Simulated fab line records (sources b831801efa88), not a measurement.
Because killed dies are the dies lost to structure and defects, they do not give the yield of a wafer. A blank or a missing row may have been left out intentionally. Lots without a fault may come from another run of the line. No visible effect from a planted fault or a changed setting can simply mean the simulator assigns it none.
Split-lot study -- flow sfq_line -- 5 lots, 23 wafers read, on a route of 325 steps

## THE SPLIT
At SFQ_TRILAYER_L0_LITHO_COAT_005 (resist thk 600 nm), the setting spin_rpm was moved away from the recipe's 3000 rpm on 5 of the 23 wafers read, by +2.1% to +3.8%. The other wafers ran this setting at the recipe's value.

## FROM THE SPLIT TO THE READING: what the file shows between them, 4 steps
- SFQ_TRILAYER_L0_LITHO_SOFTBAKE_009
- SFQ_TRILAYER_L0_LITHO_EXPOSE_006: exposes mask L0, target cd 2000 nm
- SFQ_TRILAYER_L0_LITHO_PEB_008: peb time 60 s
- SFQ_TRILAYER_L0_LITHO_DEVELOP_007: time 60 s

## THE READING
KrF_of_TRILAYER_L0_LITHO_COAT_005.thk_nm (the simulator's own value, which no gauge read), in nm, at SFQ_TRILAYER_L0_BARC_OPEN_METAL_ETCH_010 (etches BARC in O2, target depth 125 nm, time 41.7 s). The file does not state a usual value for it. Here, 18 wafers ran the recipe; their average is 523.3 nm with a standard deviation of 1.5 nm.

wafer,"tool, chamber at the split","spin_rpm as run, rpm",against the recipe,"KrF_of_TRILAYER_L0_LITHO_COAT_005.thk_nm, nm",against lot-mates on the recipe
L077.1,"litho_track-04, 0",3000,recipe,524.7,-
L077.2,"litho_track-04, 0",3000,recipe,522.1,-
L077.3,"litho_track-04, 0",3000,recipe,526.5,-
L077.4,"litho_track-04, 0",3062,+2.1%,517.8,-6.6
L077.5,"litho_track-04, 0",3062,+2.1%,518.2,-6.2
L079.1,"litho_track-03, 0",3000,recipe,523,-
L079.2,"litho_track-03, 0",3000,recipe,522.2,-
L079.3,"litho_track-03, 0",3000,recipe,522.2,-
L079.5,"litho_track-03, 0",3000,recipe,522.3,-
L079.6,"litho_track-03, 0",3000,recipe,521.3,-
L080.1,"litho_track-01, 0",3000,recipe,523.8,-
L080.2,"litho_track-01, 0",3113,+3.8%,511.6,-12.4
L080.3,"litho_track-01, 0",3113,+3.8%,513.1,-10.9
L080.4,"litho_track-01, 0",3113,+3.8%,510.2,-13.8
L080.6,"litho_track-01, 0",3000,recipe,524.1,-
L081.2,"litho_track-04, 0",3000,recipe,523.9,-
L081.3,"litho_track-04, 0",3000,recipe,525.7,-
L081.4,"litho_track-04, 0",3000,recipe,524.2,-
L081.5,"litho_track-04, 0",3000,recipe,525,-
L081.6,"litho_track-04, 0",3000,recipe,523.7,-
L083.2,"litho_track-01, 0",3000,recipe,521.1,-
L083.4,"litho_track-01, 0",3000,recipe,521.6,-
L083.5,"litho_track-01, 0",3000,recipe,522.1,-

FIT RESULTS
A straight line over all 23 wafers: KrF_of_TRILAYER_L0_LITHO_COAT_005.thk_nm changes by -3.02 nm for each +1% of spin_rpm; r = -0.94; the points scatter about the line by 1.5 nm.
The same after taking each lot's own level away (the mean of its wafers on the recipe; 23 wafers): -3.25 nm for each +1%; r = -0.98; scatter 0.95 nm.
That fit puts the effect of the largest move of spin_rpm on the reading at 12 nm.
The span of the lots' own levels, 521.60 to 524.50 nm, comes to 1.9 times the standard deviation stated above.
The two slopes agree, so the slope changes little with the lot-to-lot level.
Check: with one of the wafers moved furthest among these (+3.8%) left out of the fit, the line predicts -12.2 nm for it against its lot-mates. It came out at -12.4 nm against them.

## ADDITIONAL SPLITS CARRIED BY THESE WAFERS
Other splits were also applied to these wafers ahead of the reading. Each is held against what the fit with the lots' levels taken away leaves over:
other split on the same wafers,wafers away from the commonest value,r with KrF_of_TRILAYER_L0_LITHO_COAT_005.thk_nm (lot level and that fit taken away)
SFQ_TRILAYER_L0_LITHO_COAT_010 resist_thk_nm,7,+0.24

## THE WHOLE CHAIN: every reading that the file lists as answering this split, in the file's order
step,what it does,reading,change (the file's fit),r (the file's)
SFQ_TRILAYER_L0_LITHO_COAT_005,resist thk 600 nm,"KrF_of_TRILAYER_L0_LITHO_COAT_005.thk_nm (the simulator's own value, which no gauge read)",-3.27 nm for each +1% of the setting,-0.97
SFQ_TRILAYER_L0_BARC_OPEN_METAL_ETCH_010,"etches BARC in O2, target depth 125 nm, time 41.7 s","KrF_of_TRILAYER_L0_LITHO_COAT_005.thk_nm (the simulator's own value, which no gauge read)",-3.24 nm for each +1% of the setting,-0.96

## THE FILE'S OWN FIT
KrF_of_TRILAYER_L0_LITHO_COAT_005.thk_nm changes by -3.24 nm for each +1% of spin_rpm, r = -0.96.
